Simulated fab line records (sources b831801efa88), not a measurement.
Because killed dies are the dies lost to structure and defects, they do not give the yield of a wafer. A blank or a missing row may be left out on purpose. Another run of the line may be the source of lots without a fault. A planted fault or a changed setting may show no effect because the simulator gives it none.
Which of the tools did it? -- flow gf180mcu -- 39 wafers from 13 lots sampled at 4 of the route's 602 steps

WHAT EACH GAUGE READ, for each wafer
GF_VT_IMPLANT_OVL_MEAS_07.
lot,measured,on,VT_IMPLANT_OVL (nm)
L845,day 6 03:08,overlay-01,0.1 1.7 0.8
L847,day 6 14:32,overlay-02,1.1 0.3 0.0
L850,day 7 10:27,overlay-02,0.0 -1.7 -1.1
L851,day 7 17:59,overlay-01,-0.1 -0.7 -0.6
L854,day 8 11:50,overlay-02,0.2 -0.7 0.8
L855,day 8 17:08,overlay-01,0.6 0.1 0.7
L859,day 9 16:34,overlay-02,1.7 -1.8 0.7
L860,day 9 22:32,overlay-01,1.5 1.2 1.3
L861,day 10 04:15,overlay-01,0.9 -0.8 2.2
L863,day 10 19:51,overlay-01,-2.2 -0.6 -1.3
L864,day 11 03:05,overlay-02,-1.3 -1.0 0.2
L865,day 11 08:02,overlay-02,-0.8 1.2 1.2
L866,day 11 13:23,overlay-01,-0.9 -1.2 0.2

GF_HV_LDD_CD_MEAS_19: the cd target is 400 nm.
lot,measured,on,cd_nm (nm)
L845,day 11 07:59,cd_sem-01,399.1 397.3 397.4
L847,day 11 21:38,cd_sem-02,399.7 401.7 401.9
L850,day 13 00:55,cd_sem-02,400.2 401.8 400.6
L851,day 13 08:30,cd_sem-02,400.7 399.5 398.4
L854,day 14 08:10,cd_sem-01,394.6 393.3 396.7
L855,day 14 11:46,cd_sem-01,397.5 397.6 398.7
L859,day 15 17:35,cd_sem-01,294.2 290.1 291.7
L860,day 15 22:44,cd_sem-02,290.1 290.4 289.6
L861,day 16 08:22,cd_sem-02,400.0 400.0 398.3
L863,day 17 05:22,cd_sem-02,397.2 394.9 395.9
L864,day 17 10:28,cd_sem-02,396.8 397.7 396.5
L865,day 17 20:54,cd_sem-01,403.0 402.7 402.6
L866,day 18 00:21,cd_sem-01,401.0 398.7 397.3

GF_HV_LDD_CD_MEAS_31: the cd target is 400 nm.
lot,measured,on,cd_nm (nm)
L845,day 12 02:56,cd_sem-01,401.2 402.8 402.7
L847,day 12 17:34,cd_sem-02,400.6 400.8 399.8
L850,day 13 21:25,cd_sem-02,403.7 402.5 405.2
L851,day 14 05:05,cd_sem-01,398.0 399.8 398.5
L854,day 15 05:49,cd_sem-02,400.7 400.8 400.5
L855,day 15 09:13,cd_sem-02,397.9 400.1 396.2
L859,day 16 16:06,cd_sem-01,399.9 400.8 400.6
L860,day 16 21:47,cd_sem-02,398.8 400.3 400.2
L861,day 17 07:16,cd_sem-02,401.2 402.4 401.6
L863,day 18 04:16,cd_sem-02,396.6 397.3 395.6
L864,day 18 10:30,cd_sem-01,397.4 400.1 397.9
L865,day 18 21:09,cd_sem-01,403.3 401.9 404.2
L866,day 18 23:59,cd_sem-02,400.2 400.2 399.5

TOOL THAT RAN EACH LOT (tool first, then ch and the chambers of the sampled wafers, then the start)
lot,GF_HV_LDD_DEVELOP_18
L845,"litho_track-04 ch 0, day 11 07:50"
L847,"litho_track-02 ch 0, day 11 21:29"
L850,"litho_track-02 ch 0, day 13 00:46"
L851,"litho_track-03 ch 0, day 13 08:21"
L854,"litho_track-02 ch 0, day 14 08:01"
L855,"litho_track-03 ch 0, day 14 11:38"
L859,"litho_track-02 ch 0, day 15 17:26"
L860,"litho_track-02 ch 0, day 15 22:35"
L861,"litho_track-03 ch 0, day 16 08:14"
L863,"litho_track-04 ch 0, day 17 05:13"
L864,"litho_track-03 ch 0, day 17 10:20"
L865,"litho_track-03 ch 0, day 17 20:45"
L866,"litho_track-03 ch 0, day 18 00:12"
- GF_HV_LDD_DEVELOP_18: develop time 60 s.

WHAT THE TOOLS THEMSELVES READ (means of the sampled wafers that have a number; where no wafer has one, the mark that the record gives instead)
GF_HV_LDD_DEVELOP_18.
lot,tool,resist_line_temp_C (C)
L845,litho_track-04,23.02
L847,litho_track-02,23.04
L850,litho_track-02,22.94
L851,litho_track-03,22.97
L854,litho_track-02,22.86
L855,litho_track-03,22.96
L859,litho_track-02,23.00
L860,litho_track-02,23.01
L861,litho_track-03,22.98
L863,litho_track-04,22.97
L864,litho_track-03,22.99
L865,litho_track-03,23.12
L866,litho_track-03,23.08

THE ANSWER, worked out from the rows above alone
Rule: the lots themselves supply what counts as usual. The widest of any qualifying gaps counts: lots, ordered by their means at a reading, are off when they make up no more than a third of the lots, leave a main group of 4 or more, and stand apart from it by 3 or more times the standard deviation of that group's means. Not used: any main group whose means are identical at the precision the tables above print for the reading. A lot without any number at a reading at which 4 lots or more have one is off too. Any other lot the step has rows for is counted as sound. Order of review: gauges by route order, followed by the tools' own readings, for which a lot's mean as printed above is used. At the first step where some lot is off, the reading lying furthest off is the one used; lots without a number count as furthest.
Off at GF_HV_LDD_CD_MEAS_19 (cd_nm): L859, L860. The main group: mean 398.8 nm, standard deviation 2.2.
A tool fits if, at a process step before that reading, it ran every lot that is off, and no sound lot after the first of them. Those tools and the gauges at GF_HV_LDD_CD_MEAS_19 are tried in the same way. One candidate fits, namely litho_track-02 at GF_HV_LDD_DEVELOP_18. A fault onset in the window from L854 (day 14 08:01, its last sound lot) to L859 (day 15 17:26, its first lot off) fits.

WHAT THE SIMULATOR HAD PUT IN
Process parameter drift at GF_HV_LDD_DEVELOP_18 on litho_track-02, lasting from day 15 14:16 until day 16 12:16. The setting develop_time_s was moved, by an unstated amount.
Shown lots that were struck: L859, L860. The rule above found the same.
